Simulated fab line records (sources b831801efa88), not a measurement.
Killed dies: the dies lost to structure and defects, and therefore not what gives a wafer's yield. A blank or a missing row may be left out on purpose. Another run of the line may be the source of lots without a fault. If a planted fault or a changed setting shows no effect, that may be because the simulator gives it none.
Which tool was responsible? ; flow sky130 ; 14 lots with 42 wafers sampled at 5 steps, on a route of 708 steps

== WHAT THE GAUGES READ, wafer by wafer ==
SKY_SD_P_CD_MEAS_07: the cd target is 380 nm.
lot;measured;on;cd nm (nm)
L254;day 27 07:50;cd sem-01;379 377 381
L255;day 27 13:47;cd sem-01;382 378 381
L253;day 27 14:20;cd sem-01;378 377 378
L260;day 28 06:28;cd sem-01;380 379 378
L261;day 28 18:29;cd sem-02;378 378 378
L262;day 29 06:11;cd sem-02;381 384 381
L265;day 30 00:37;cd sem-02;382 383 380
L266;day 30 07:38;cd sem-02;380 380 383
L268;day 30 23:56;cd sem-01;378 380 380
L270;day 31 15:30;cd sem-02;382 383 383
L271;day 31 22:51;cd sem-02;378 374 375
L272;day 32 06:11;cd sem-02;373 372 375
L274;day 32 23:30;cd sem-01;381 380 381
L275;day 33 01:44;cd sem-02;383 384 384

SKY_SD_N_RS_MEAS_16: the measuring method here is four-point-probe.
lot;measured;on;SD_N_RS (ohm/sq)
L254;day 29 16:40;film metro-02;68.70 68.67 68.65
L255;day 29 22:26;film metro-02;68.53 68.48 68.58
L253;day 29 22:50;film metro-04;68.56 68.41 68.63
L260;day 30 16:36;film metro-04;70.63 70.56 70.73 70.63 70.54 70.68
L261;day 31 03:05;film metro-01;70.73 70.80 70.82 70.82 70.69 70.92
L262;day 31 14:50;film metro-04;68.51 68.58 68.54
L265;day 32 09:44;film metro-02;68.54 68.42 68.37
L266;day 32 15:59;film metro-01;68.73 68.61 68.71
L268;day 33 06:29;film metro-04;68.38 68.31 68.46
L270;day 33 20:47;film metro-01;68.85 68.81 68.54
L271;day 34 05:05;film metro-01;68.63 68.58 68.58
L272;day 34 12:14;film metro-02;68.86 68.76 68.76
L274;day 35 06:29;film metro-01;68.70 68.65 68.74
L275;day 35 08:08;film metro-04;68.67 68.46 68.50

SKY_LI_CONTACT_THK_MEAS_01.
lot;measured;on;LI_CONTACT_HDPCVD_THK (nm)
L254;day 29 17:08;film metro-01;921 902 913
L255;day 29 22:55;film metro-02;917 917 907
L253;day 29 23:19;film metro-02;937 912 917
L262;day 31 15:17;film metro-02;933 933 929
L265;day 32 10:13;film metro-02;915 925 921
L266;day 32 16:26;film metro-01;928 927 925
L268;day 33 06:58;film metro-04;912 920 916
L270;day 33 21:16;film metro-04;913 926 920
L271;day 34 05:34;film metro-02;925 933 927
L272;day 34 12:46;film metro-02;917 946 934
L274;day 35 06:56;film metro-02;907 916 900
L275;day 35 08:37;film metro-01;909 908 899

== TOOL THAT RAN EACH LOT (tool first, then ch and the chambers of the sampled wafers, then the start) ==
lot;SKY_SD_P_STRIP_10;SKY_SD_N_IMPLANT_10
L254;plasma asher-04 ch 0,1, day 27 08:08;implanter-03 ch 0, day 29 16:09
L255;plasma asher-01 ch 0,1, day 27 14:06;implanter-02 ch 0, day 29 21:54
L253;plasma asher-04 ch 0,1, day 27 14:39;implanter-01 ch 0, day 29 22:18
L260;plasma asher-03 ch 0,1, day 28 06:44;implanter-02, day 30 16:05
L261;plasma asher-03 ch 0,1, day 28 18:47;implanter-03, day 31 02:30
L262;plasma asher-04 ch 0,1, day 29 06:29;implanter-03 ch 0, day 31 14:18
L265;plasma asher-01 ch 0,1, day 30 00:55;implanter-03 ch 0, day 32 09:12
L266;plasma asher-04 ch 0,1, day 30 07:56;implanter-02 ch 0, day 32 15:27
L268;plasma asher-01 ch 0,1, day 31 00:15;implanter-03 ch 0, day 33 05:57
L270;plasma asher-03 ch 0,1, day 31 15:49;implanter-02 ch 0, day 33 20:15
L271;plasma asher-03 ch 0,1, day 31 23:10;implanter-01 ch 0, day 34 04:33
L272;plasma asher-03 ch 0,1, day 32 06:30;implanter-03 ch 0, day 34 11:42
L274;plasma asher-03 ch 0,1, day 32 23:47;implanter-03 ch 0, day 35 05:58
L275;plasma asher-03 ch 0,1, day 33 02:03;implanter-02 ch 0, day 35 07:36
- SKY_SD_P_STRIP_10: strips in O2/N2.
- SKY_SD_N_IMPLANT_10

== WHAT THE TOOLS THEMSELVES READ (means of the sampled wafers that have a number; where no wafer has one, the mark that the record gives instead) ==
SKY_SD_P_STRIP_10.
lot;tool;drypump motor current A (A);oes product au (a.u.);strip time to endpoint s (s)
L254;plasma asher-04;6.6;0.616;17.55
L255;plasma asher-01;5.9;0.616;17.45
L253;plasma asher-04;6.6;0.619;17.54
L260;plasma asher-03;5.5;0.620;17.52
L261;plasma asher-03;5.6;0.619;17.45
L262;plasma asher-04;6.6;0.621;17.48
L265;plasma asher-01;5.9;0.612;17.49
L266;plasma asher-04;6.5;0.616;17.46
L268;plasma asher-01;5.9;0.623;17.59
L270;plasma asher-03;5.6;0.619;17.51
L271;plasma asher-03;5.5;0.617;17.46
L272;plasma asher-03;5.5;0.614;17.54
L274;plasma asher-03;5.5;0.614;17.49
L275;plasma asher-03;5.6;0.620;17.47

SKY_SD_N_IMPLANT_10.
lot;tool;beam energy keV;beam on s (s)
L254;implanter-03;20.002;13.0
L255;implanter-02;20.000;13.7
L253;implanter-01;20.003;10.0
L260;implanter-02;-;-
L261;implanter-03;-;-
L262;implanter-03;20.004;13.3
L265;implanter-03;20.003;13.1
L266;implanter-02;19.996;13.9
L268;implanter-03;19.994;13.2
L270;implanter-02;20.009;13.8
L271;implanter-01;20.000;10.0
L272;implanter-03;19.999;13.3
L274;implanter-03;19.998;13.2
L275;implanter-02;20.004;13.8

== THE ANSWER, worked out from the rows above alone ==
Rule: what is usual is taken from the lots themselves. Put in order of their means at a reading, lots are off if they are a third of the lots or fewer, leave a main group of 4 or more, and stand apart from it by a gap of 3 or more times the standard deviation of the main group's means; of several such gaps the widest counts. Not used: any main group whose means are identical at the precision the tables above print for the reading. A lot without any number at a reading at which 4 lots or more have one is off too. The other lots that the step has rows for count as sound. After the gauges, taken in route order, come the tools' own readings; for these a lot's mean is taken, as printed above. The first step at which some lot is off is used, and at that step the reading that is off furthest; a lot without a number counts as furthest.
Off: L260, L261, at SKY_SD_N_RS_MEAS_16 (SD_N_RS). Main group: mean 68.60 ohm/sq, sd 0.12.
A tool fits if, at a process step before that reading, it ran every lot that is off, and no sound lot after the first of them. The gauges at SKY_SD_N_RS_MEAS_16 aren't tried: what is off there is off at SKY_SD_N_IMPLANT_10 too, on other tools, and a gauge's error can't cause that. No candidate that was tried fits.

== WHAT THE SIMULATOR PUT IN ==
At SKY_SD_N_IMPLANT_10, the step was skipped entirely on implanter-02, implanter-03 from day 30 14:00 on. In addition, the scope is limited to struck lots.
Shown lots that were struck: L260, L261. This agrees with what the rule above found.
